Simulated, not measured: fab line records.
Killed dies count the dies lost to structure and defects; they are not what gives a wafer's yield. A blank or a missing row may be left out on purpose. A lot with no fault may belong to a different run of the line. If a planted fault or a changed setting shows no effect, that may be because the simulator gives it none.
Struck lot and sound lot, side by side || flow sky130 || 15 steps out of a route of 708
Sound: the wafers L939.3, L939.4, L939.6. Struck: wafers L952.1, L952.3, L952.6. Last of all comes the cause.
Order at every step that has rows: each side's tool, ch and its chambers, its first start. Under that, the readings that differ: sound wafers || struck wafers || difference of the means || sigmas: that difference in standard deviations of wafers without a fault.
alike: readings whose means differ by less than 2 such deviations, and words and numbers that are the same on both sides. not compared: withheld readings, readings that some wafer has no value for, bounds like >300 that may hide the same value, and numbers for which the record gives no deviation and whose values overlap.
Wherever a step has rows on one side only, a row that says differs or no value, or a row with sigmas, the two part there. Numbers that have no deviation but don't overlap get no sigmas and don't part them. A reading missing from all wafers of one side parts the sides only when that side holds two or more wafers.

first, 5 steps without rows for these wafers: SKY_LDD_N_COAT_02 (resist thk 300 nm); SKY_LDD_N_SOFTBAKE_03 (time 60 s); SKY_LDD_N_EXPOSE_04 (exposes mask NTM, target cd 840 nm); SKY_LDD_N_PEB_05; SKY_LDD_N_DEVELOP_06 (develop time 60 s).
SKY_LDD_N_OVL_MEAS_07:
  sound on overlay-01 at day 19 09:53; struck on overlay-01 at day 24 06:22
  alike: LDD_N_OVL
then, 6 steps without rows for these wafers: SKY_LDD_N_IMPLANT_08; SKY_LDD_N_IMPLANT_09; SKY_LDD_N_IMPLANT_10; SKY_LDD_N_IMPLANT_11; SKY_LDD_N_IMPLANT_12; SKY_LDD_N_IMPLANT_13.
SKY_LDD_N_IMPLANT_14:
  sound on implanter-04 ch 0, day 19 10:51; struck on implanter-01 ch 0, day 24 07:37
  alike: end station pressure torr, faraday current uA
after that, 1 step had no rows for these wafers: SKY_LDD_N_IMPLANT_15.
-- record jumps: 26 days separate the struck wafers' starts on either side; left off in module LDD_N, taken up again in module PAD_OPEN, whose first shown step is the route's number 708 --
SKY_PAD_OPEN_PROBE_99:
  sound on prober-01 at day 47 01:03; struck on prober-01 at day 49 21:07
{"reading": "model.etest.nfet_01v8_lvt.drive ua um", "sound": "572 591.8 573", "struck": "545.3 556.7 540.5", "difference": -31.4, "sigmas": ""}
{"reading": "model.etest.nfet_01v8_swapped.drive ua um", "sound": "507.2 519.4 505.5", "struck": "482.4 488.4 470.4", "difference": -30.3, "sigmas": ""}
{"reading": "model.etest.nfet_01v8.drive ua um", "sound": "506 520.6 502.9", "struck": "479.2 486.2 473.7", "difference": -30.1, "sigmas": ""}
{"reading": "model.etest.sram nfet pass.drive ua um", "sound": "490.1 518.4 489.3", "struck": "455.8 480.8 437.9", "difference": -41.1, "sigmas": ""}
{"reading": "model.etest.tip n.rs ohm sq", "sound": "443.4 440.4 438.6", "struck": "456.5 456 458", "difference": "+16.0", "sigmas": ""}
{"reading": "model.etest.nfet_01v8_swapped.off log10 a um", "sound": "-13.41 -13.35 -13.43", "struck": "-13.51 -13.45 -13.54", "difference": -0.10, "sigmas": ""}
{"reading": "model.etest.nfet_01v8_swapped.vt sat v (V)", "sound": "0.6499 0.6347 0.6466", "struck": "0.7095 0.71 0.7188", "difference": "+0.0690", "sigmas": ""}
  alike: killed_at_M0_to_M3, killed_at_M4_up, killed at contacts, killed at front end, killed at other, killed dies, killed open, killed short
  not compared: model.etest.nfet_01v8.r on ohm um

## WHERE THEY PART
Nowhere in this record.

WHY: the cause the simulator had injected
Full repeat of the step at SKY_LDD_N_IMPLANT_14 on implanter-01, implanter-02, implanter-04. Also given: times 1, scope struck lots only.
